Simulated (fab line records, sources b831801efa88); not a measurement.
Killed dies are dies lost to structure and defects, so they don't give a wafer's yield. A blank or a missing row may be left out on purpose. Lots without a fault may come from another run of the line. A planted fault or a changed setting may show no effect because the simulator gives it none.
Which tool did it? | flow sky130 | 12 lots, 36 wafers sampled, at 3 steps of a route of 708

WHAT THE GAUGES READ, wafer by wafer
SKY_CAPM_RS_MEAS_03: measures by four-point-probe.
lot  | measured     | on            | CAPM_TIN_RS (ohm/sq)
L823 | day 36 12:22 | film_metro-03 | 6.90 7.07 6.88
L829 | day 38 16:13 | film_metro-03 | 6.87 6.82 6.87
L830 | day 39 14:05 | film_metro-02 | 6.97 7.00 7.12
L833 | day 39 19:22 | film_metro-01 | 7.03 7.03 7.03
L835 | day 40 18:20 | film_metro-02 | 6.89 7.01 6.92
L837 | day 41 13:50 | film_metro-01 | 6.87 6.83 6.86
L839 | day 41 19:32 | film_metro-02 | 6.75 6.97 6.77
L840 | day 41 19:58 | film_metro-02 | 6.88 6.90 6.93
L841 | day 41 22:57 | film_metro-01 | 7.07 7.12 6.97
L842 | day 42 05:03 | film_metro-03 | 6.88 6.80 6.84
L843 | day 42 05:29 | film_metro-02 | 6.95 6.80 6.85
L844 | day 42 21:33 | film_metro-01 | 6.91 6.87 6.84

SKY_VIA3_OVL_MEAS_13.
lot  | measured     | on         | VIA3_OVL (nm)
L823 | day 39 18:34 | overlay-01 | 4 3 -10
L829 | day 41 19:56 | overlay-01 | -8 0 -8
L830 | day 42 15:19 | overlay-02 | -2 -2 1
L833 | day 42 21:10 | overlay-02 | -12 -1 -12
L835 | day 43 19:13 | overlay-02 | 2 -2 0
L837 | day 44 11:41 | overlay-01 | 0 1 2
L839 | day 44 17:40 | overlay-01 | -3 -4 -7
L840 | day 44 18:01 | overlay-02 | 5 6 7
L841 | day 44 20:58 | overlay-02 | -11 -15 -9
L842 | day 45 02:40 | overlay-02 | -2 -5 -2
L843 | day 45 03:38 | overlay-02 | -3 -2 -4
L844 | day 45 18:28 | overlay-01 | -7 5 -2

WHICH TOOL RAN EACH LOT (tool, then ch and the chambers of the sampled wafers, then the start)
lot  | SKY_CAPM_CVD_00
L823 | pecvd-04 ch 1,2, day 36 12:10
L829 | pecvd-04 ch 0,1, day 38 16:00
L830 | pecvd-02 ch 0,1,2, day 39 13:52
L833 | pecvd-01 ch 1,2, day 39 19:10
L835 | pecvd-01 ch 0,1,2, day 40 18:08
L837 | pecvd-04 ch 0,1, day 41 13:37
L839 | pecvd-01 ch 1,2, day 41 19:20
L840 | pecvd-04 ch 0,2, day 41 19:47
L841 | pecvd-04 ch 0,1,2, day 41 22:46
L842 | pecvd-01 ch 0,1, day 42 04:52
L843 | pecvd-04 ch 0,1, day 42 05:17
L844 | pecvd-01 ch 0,1, day 42 21:22
- SKY_CAPM_CVD_00: deposits SiO2, target thk 15.5 nm.

WHAT THE TOOLS THEMSELVES READ (means of the sampled wafers that have a number; where no wafer has one, the mark that the record gives instead)
SKY_CAPM_CVD_00.
lot  | tool     | heater_power_w (W)
L823 | pecvd-04 | 577
L829 | pecvd-04 | 541
L830 | pecvd-02 | 811
L833 | pecvd-01 | 788
L835 | pecvd-01 | 751
L837 | pecvd-04 | 620
L839 | pecvd-01 | 730
L840 | pecvd-04 | 652
L841 | pecvd-04 | 600
L842 | pecvd-01 | 774
L843 | pecvd-04 | 569
L844 | pecvd-01 | 790

THE ANSWER, worked out from the rows above alone
Rule: what is usual is taken from the lots themselves. Put in order of their means at a reading, lots are off if they are a third of the lots or fewer, leave a main group of 4 or more, and stand apart from it by a gap of 3 or more times the standard deviation of the main group's means; of several such gaps the widest counts. A main group whose means are all the same, to the digits that the tables above print for the reading, isn't used. A lot without any number at a reading at which 4 lots or more have one is off too. The other lots that the step has rows for count as sound. The gauges are gone through in route order, then the tools' own readings, and for those a lot's mean is taken as printed above. The first step at which some lot is off is used, and at that step the reading that is off furthest; a lot without a number counts as furthest.
No lot is off at any reading shown: from this, nothing can be told.

WHAT THE SIMULATOR HAD PUT IN
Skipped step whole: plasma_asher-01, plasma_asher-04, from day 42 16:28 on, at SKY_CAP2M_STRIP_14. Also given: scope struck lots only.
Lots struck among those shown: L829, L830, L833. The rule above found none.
